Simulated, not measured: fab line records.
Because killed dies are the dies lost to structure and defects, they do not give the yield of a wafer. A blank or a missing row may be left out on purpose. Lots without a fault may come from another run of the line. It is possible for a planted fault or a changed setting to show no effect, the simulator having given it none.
fab line records -- flow gf180mcu
record lots=13, wafers=39, last_day=34
route steps=602 shown STI@25 NWELL@46 VT_IMPLANT@119
lots that met no fault: from a run of the same line without faults
start_h: start of the lot's first displayed wafer, in hours after the record's first day -- wait_h: hours since the lot's step before -- " the same as in the row above -- L1.1+2: one row covering several wafers at once -- - no value, or no start given -- * or withheld: withheld -- < > ~ a bound
route shown NAME@n: NAME is a module with steps in the file, n the number in the route of the first one -- usual: mean and standard deviation over wafers with no fault -- same: alike in all rows -- chamber/n: place in a boat -- sites: the reading at each site -- _std_site: how widely they spread, as a standard deviation -- _edge_site: mean of outer sites minus mean of inner sites -- radius_mm: how far each site lies from the wafer's centre -- mask NAME#n: copy n -- behind: tool/chamber where the wafer was last shaped -- hold: why the lot went on hold/how many hours it stayed there/how the hold came to an end -- device: the n, p or np transistor that did not switch -- end of line: the tests these same wafers got at the end of their route -- step lacking rows: just its recipe -- killed: dies lost to structure and defects at the first sort, not the wafer's yield -- map: a wafer's dies, x killed, . not, _ none there
set.NAME: setting as actually run; set.NAME@STEP: the setting as run at that earlier step -- model.NAME: the simulator's own value behind a step, which no gauge read
steps of the route over a sample of lots; a table a step, a row a wafer
services: from which hour (start_h, from the record's first day; less than 0 if before it) a tool's chamber was out of use, for how many hours, and why
## steps
# step GF_STI_THK_MEAS_24
# recipe reads=SiO2_of_STI_CVD_23
# usual STI_CVD_23_THK=643/7.8
lot.wafer,tool,chamber,start_h,wait_h,STI_CVD_23_THK[nm]
L641.2,film_metro-02,-,27.29,0.0,634
L641.3,film_metro-02,-,27.29,0.0,646
L641.5,film_metro-02,-,27.29,0.0,650
L643.1,film_metro-04,-,40.47,0.0,640
L643.3,film_metro-04,-,40.47,0.0,649
L643.4,film_metro-04,-,40.47,0.0,640
L644.4,film_metro-02,-,42.55,0.0,634
L644.5,film_metro-02,-,42.55,0.0,632
L644.6,film_metro-02,-,42.55,0.0,650
L649.3,film_metro-02,-,72.90,0.1,636
L649.4,film_metro-02,-,72.90,0.1,635
L649.5,film_metro-02,-,72.90,0.1,638
L650.2,film_metro-04,-,78.41,0.0,654
L650.4,film_metro-04,-,78.41,0.0,642
L650.5,film_metro-04,-,78.41,0.0,646
L651.2,film_metro-01,-,85.27,0.0,634
L651.5,film_metro-01,-,85.27,0.0,653
L651.6,film_metro-01,-,85.27,0.0,639
L652.4,film_metro-04,-,85.29,0.0,645
L652.5,film_metro-04,-,85.29,0.0,648
L652.6,film_metro-04,-,85.29,0.0,641
L654.2,film_metro-04,-,100.76,0.0,641
L654.4,film_metro-04,-,100.76,0.0,648
L654.6,film_metro-04,-,100.76,0.0,643
L658.1,film_metro-01,-,115.74,0.0,636
L658.2,film_metro-01,-,115.74,0.0,651
L658.4,film_metro-01,-,115.74,0.0,655
L660.4,film_metro-01,-,126.66,0.0,660
L660.5,film_metro-01,-,126.66,0.0,663
L660.6,film_metro-01,-,126.66,0.0,643
L661.2,film_metro-04,-,131.70,0.0,640
L661.3,film_metro-04,-,131.70,0.0,636
L661.4,film_metro-04,-,131.70,0.0,637
L663.2,film_metro-04,-,140.44,0.0,634
L663.3,film_metro-04,-,140.44,0.0,643
L663.5,film_metro-04,-,140.44,0.0,629
L664.3,film_metro-01,-,144.70,0.1,640
L664.4,film_metro-01,-,144.70,0.1,634
L664.5,film_metro-01,-,144.70,0.1,648
# step GF_NWELL_EXPOSE_04
# recipe mask_id=Nwell, target_cd_nm=860, na=0.6, source_shape=conventional, sigma_outer=0.6, dose_mj=260
lot.wafer,tool,chamber,start_h,wait_h,mask
L641.2+3+5,iline_stepper-01,0,48.84,-,Nwell#0
L643.1+3+4,iline_stepper-02,0,63.51,-,Nwell#0
L644.4+5+6,iline_stepper-02,0,65.01,-,DNWELL#0
L649.3+4+5,iline_stepper-02,0,98.49,-,Nwell#0
L650.2+4+5,iline_stepper-02,0,107.60,-,Nwell#0
L652.4+5+6,iline_stepper-02,0,112.70,-,Nwell#0
L651.2+5+6,iline_stepper-01,0,112.91,-,Nwell#0
L654.2+4+6,iline_stepper-02,0,125.19,-,Nwell#0
L658.1+2+4,iline_stepper-02,0,141.47,-,Nwell#0
L660.4+5+6,iline_stepper-02,0,151.34,-,Nwell#0
L661.2+3+4,iline_stepper-02,0,156.95,-,Nwell#0
L663.2+3+5,iline_stepper-02,0,167.77,-,Nwell#0
L664.3+4+5,iline_stepper-01,0,172.36,-,Nwell#0
# step GF_NWELL_OVL_MEAS_07
# usual NWELL_OVL=-0.4/2.1
lot.wafer,tool,chamber,start_h,wait_h,NWELL_OVL[nm]
L641.2,overlay-01,-,55.65,-,0.4
L641.3,overlay-01,-,55.65,-,-0.6
L641.5,overlay-01,-,55.65,-,0.6
L643.1,overlay-02,-,69.71,-,-0.8
L643.3,overlay-02,-,69.71,-,-2.0
L643.4,overlay-02,-,69.71,-,-0.9
L644.4,overlay-02,-,71.25,-,-
L644.5,overlay-02,-,71.25,-,-
L644.6,overlay-02,-,71.25,-,-
L649.3,overlay-02,-,105.46,-,-3.2
L649.4,overlay-02,-,105.46,-,0.4
L649.5,overlay-02,-,105.46,-,-1.3
L650.2,overlay-01,-,114.59,-,-2.2
L650.4,overlay-01,-,114.59,-,-1.4
L650.5,overlay-01,-,114.59,-,-2.8
L652.4,overlay-02,-,120.01,-,-4.7
L652.5,overlay-02,-,120.01,-,-2.4
L652.6,overlay-02,-,120.01,-,-4.9
L651.2,overlay-02,-,120.10,-,2.3
L651.5,overlay-02,-,120.10,-,0.1
L651.6,overlay-02,-,120.10,-,1.1
L654.2,overlay-01,-,132.24,-,-1.9
L654.4,overlay-01,-,132.24,-,-1.7
L654.6,overlay-01,-,132.24,-,-2.5
L658.1,overlay-01,-,149.33,-,0.1
L658.2,overlay-01,-,149.33,-,1.1
L658.4,overlay-01,-,149.33,-,-1.6
L660.4,overlay-02,-,158.60,-,-1.0
L660.5,overlay-02,-,158.60,-,-0.6
L660.6,overlay-02,-,158.60,-,-1.8
L661.2,overlay-02,-,165.00,-,-3.2
L661.3,overlay-02,-,165.00,-,-1.6
L661.4,overlay-02,-,165.00,-,-2.6
L663.2,overlay-02,-,175.30,-,-0.7
L663.3,overlay-02,-,175.30,-,-4.1
L663.5,overlay-02,-,175.30,-,-1.6
L664.3,overlay-02,-,179.31,-,1.7
L664.4,overlay-02,-,179.31,-,2.4
L664.5,overlay-02,-,179.31,-,2.9
# step GF_NWELL_TW_MEAS_11
# usual NWELL_TW=1570/16
lot.wafer,tool,chamber,start_h,wait_h,NWELL_TW
L641.2,film_metro-03,-,56.09,0.1,1586
L641.3,film_metro-03,-,56.09,0.1,1587
L641.5,film_metro-03,-,56.09,0.1,1578
L643.1,film_metro-01,-,70.15,0.1,1561
L643.3,film_metro-01,-,70.15,0.1,1563
L643.4,film_metro-01,-,70.15,0.1,1566
L644.4,film_metro-01,-,71.72,0.1,30
L644.5,film_metro-01,-,71.72,0.1,30
L644.6,film_metro-01,-,71.72,0.1,30
L649.3,film_metro-02,-,105.90,0.1,1542
L649.4,film_metro-02,-,105.90,0.1,1551
L649.5,film_metro-02,-,105.90,0.1,1541
L650.2,film_metro-01,-,115.03,0.1,1565
L650.4,film_metro-01,-,115.03,0.1,1578
L650.5,film_metro-01,-,115.03,0.1,1566
L652.4,film_metro-03,-,120.46,0.1,1583
L652.5,film_metro-03,-,120.46,0.1,1589
L652.6,film_metro-03,-,120.46,0.1,1594
L651.2,film_metro-01,-,120.54,0.1,1573
L651.5,film_metro-01,-,120.54,0.1,1568
L651.6,film_metro-01,-,120.54,0.1,1571
L654.2,film_metro-03,-,132.68,0.1,1599
L654.4,film_metro-03,-,132.68,0.1,1590
L654.6,film_metro-03,-,132.68,0.1,1591
L658.1,film_metro-01,-,149.77,0.1,1573
L658.2,film_metro-01,-,149.77,0.1,1576
L658.4,film_metro-01,-,149.77,0.1,1578
L660.4,film_metro-02,-,159.05,0.1,1546
L660.5,film_metro-02,-,159.05,0.1,1547
L660.6,film_metro-02,-,159.05,0.1,1550
L661.2,film_metro-03,-,165.44,0.1,1574
L661.3,film_metro-03,-,165.44,0.1,1579
L661.4,film_metro-03,-,165.44,0.1,1575
L663.2,film_metro-01,-,175.75,0.1,1568
L663.3,film_metro-01,-,175.75,0.1,1566
L663.5,film_metro-01,-,175.75,0.1,1571
L664.3,film_metro-02,-,179.75,0.1,1545
L664.4,film_metro-02,-,179.75,0.1,1543
L664.5,film_metro-02,-,179.75,0.1,1540
# step GF_VT_IMPLANT_OVL_MEAS_29
# usual VT_IMPLANT_02_OVL=-0.2/1.3
lot.wafer,tool,chamber,start_h,wait_h,VT_IMPLANT_02_OVL[nm]
L641.2,overlay-02,-,137.49,0.1,1.6
L641.3,overlay-02,-,137.49,0.1,-1.6
L641.5,overlay-02,-,137.49,0.1,1.1
L643.1,overlay-02,-,154.40,0.1,-0.1
L643.3,overlay-02,-,154.40,0.1,-2.3
L643.4,overlay-02,-,154.40,0.1,-2.6
L644.4,overlay-02,-,157.25,0.1,-0.8
L644.5,overlay-02,-,157.25,0.1,-1.0
L644.6,overlay-02,-,157.25,0.1,0.8
L649.3,overlay-02,-,199.01,0.1,-2.8
L649.4,overlay-02,-,199.01,0.1,-2.2
L649.5,overlay-02,-,199.01,0.1,-2.9
L650.2,overlay-01,-,211.15,0.1,-0.1
L650.4,overlay-01,-,211.15,0.1,-0.2
L650.5,overlay-01,-,211.15,0.1,-1.2
L652.4,overlay-02,-,217.10,0.1,-0.8
L652.5,overlay-02,-,217.10,0.1,-0.3
L652.6,overlay-02,-,217.10,0.1,0.0
L651.2,overlay-02,-,218.55,0.1,-3.6
L651.5,overlay-02,-,218.55,0.1,-0.3
L651.6,overlay-02,-,218.55,0.1,0.0
L654.2,overlay-01,-,229.68,0.1,0.5
L654.4,overlay-01,-,229.68,0.1,0.5
L654.6,overlay-01,-,229.68,0.1,-0.8
L658.1,overlay-01,-,255.05,0.1,1.1
L658.2,overlay-01,-,255.05,0.1,1.2
L658.4,overlay-01,-,255.05,0.1,0.6
L660.4,overlay-02,-,265.70,0.1,-3.1
L660.5,overlay-02,-,265.70,0.1,-0.7
L660.6,overlay-02,-,265.70,0.1,-0.2
L661.2,overlay-01,-,273.28,0.1,-1.3
L661.3,overlay-01,-,273.28,0.1,1.8
L661.4,overlay-01,-,273.28,0.1,1.5
L663.2,overlay-02,-,284.70,0.1,-1.4
L663.3,overlay-02,-,284.70,0.1,-1.1
L663.5,overlay-02,-,284.70,0.1,0.1
L664.3,overlay-01,-,289.65,0.1,0.4
L664.4,overlay-01,-,289.65,0.1,1.4
L664.5,overlay-01,-,289.65,0.1,0.1
# step GF_VT_IMPLANT_RS_MEAS_47
# recipe thk_meas_gauge=four-point-probe
# usual NWELL_RS=488.4/1.4
lot.wafer,tool,chamber,start_h,wait_h,NWELL_RS[ohm/sq]
L641.2,film_metro-02,-,153.37,0.1,487.1
L641.3,film_metro-02,-,153.37,0.1,488.0
L641.5,film_metro-02,-,153.37,0.1,488.4
L643.1,film_metro-01,-,171.11,0.1,487.9
L643.3,film_metro-01,-,171.11,0.1,487.6
L643.4,film_metro-01,-,171.11,0.1,486.4
L644.4,film_metro-03,-,174.07,0.1,489.0
L644.5,film_metro-03,-,174.07,0.1,490.1
L644.6,film_metro-03,-,174.07,0.1,489.6
L649.3,film_metro-03,-,217.08,0.1,488.9
L649.4,film_metro-03,-,217.08,0.1,488.6
L649.5,film_metro-03,-,217.08,0.1,489.1
L650.2,film_metro-01,-,229.41,0.1,486.7
L650.4,film_metro-01,-,229.41,0.1,487.6
L650.5,film_metro-01,-,229.41,0.1,486.8
L652.4,film_metro-03,-,235.87,0.1,487.9
L652.5,film_metro-03,-,235.87,0.1,486.7
L652.6,film_metro-03,-,235.87,0.1,488.5
L651.2,film_metro-02,-,237.43,0.1,489.8
L651.5,film_metro-02,-,237.43,0.1,489.0
L651.6,film_metro-02,-,237.43,0.1,488.1
L654.2,film_metro-03,-,248.38,0.1,486.3
L654.4,film_metro-03,-,248.38,0.1,488.1
L654.6,film_metro-03,-,248.38,0.1,488.0
L658.1,film_metro-03,-,275.11,0.1,489.4
L658.2,film_metro-03,-,275.11,0.1,490.6
L658.4,film_metro-03,-,275.11,0.1,489.5
L660.4,film_metro-01,-,285.57,0.1,487.6
L660.5,film_metro-01,-,285.57,0.1,488.1
L660.6,film_metro-01,-,285.57,0.1,487.0
L661.2,film_metro-03,-,294.29,0.1,490.2
L661.3,film_metro-03,-,294.29,0.1,489.8
L661.4,film_metro-03,-,294.29,0.1,490.8
L663.2,film_metro-01,-,305.58,0.1,488.8
L663.3,film_metro-01,-,305.58,0.1,488.2
L663.5,film_metro-01,-,305.58,0.1,488.4
L664.3,film_metro-01,-,310.85,0.1,486.8
L664.4,film_metro-01,-,310.85,0.1,486.6
L664.5,film_metro-01,-,310.85,0.1,488.5
## services
tool,chamber,start_h,hours,kind
iline_stepper-01,-,89.83,1.7,pm
iline_stepper-01,0,103.19,-,calibration
iline_stepper-02,0,124.83,-,calibration
iline_stepper-01,-,151.23,6.1,repair
## key
first_sign step=GF_NWELL_EXPOSE_04, reading=mask, direction=changed
effect step=GF_NWELL_OVL_MEAS_07, reading=NWELL_OVL, direction=missing
effect step=GF_NWELL_TW_MEAS_11, reading=NWELL_TW, direction=down, sigmas=97, usual=1570, struck=30
met_at GF_NWELL_EXPOSE_04
struck_lots L644
rows_end L644.4,L644.5,L644.6
not_acting_at GF_STI_THK_MEAS_24,GF_VT_IMPLANT_OVL_MEAS_29,GF_VT_IMPLANT_RS_MEAS_47
onset_between 63.51 65.01
fault kind=wrong_mask, tool=any, chamber=-, onset_h=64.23, steps=GF_NWELL_EXPOSE_04, aux_copy=DNWELL#0, scope=struck_lots_only
# rows_end: these wafers met a further fault down the route, and their rows from its step on are left out
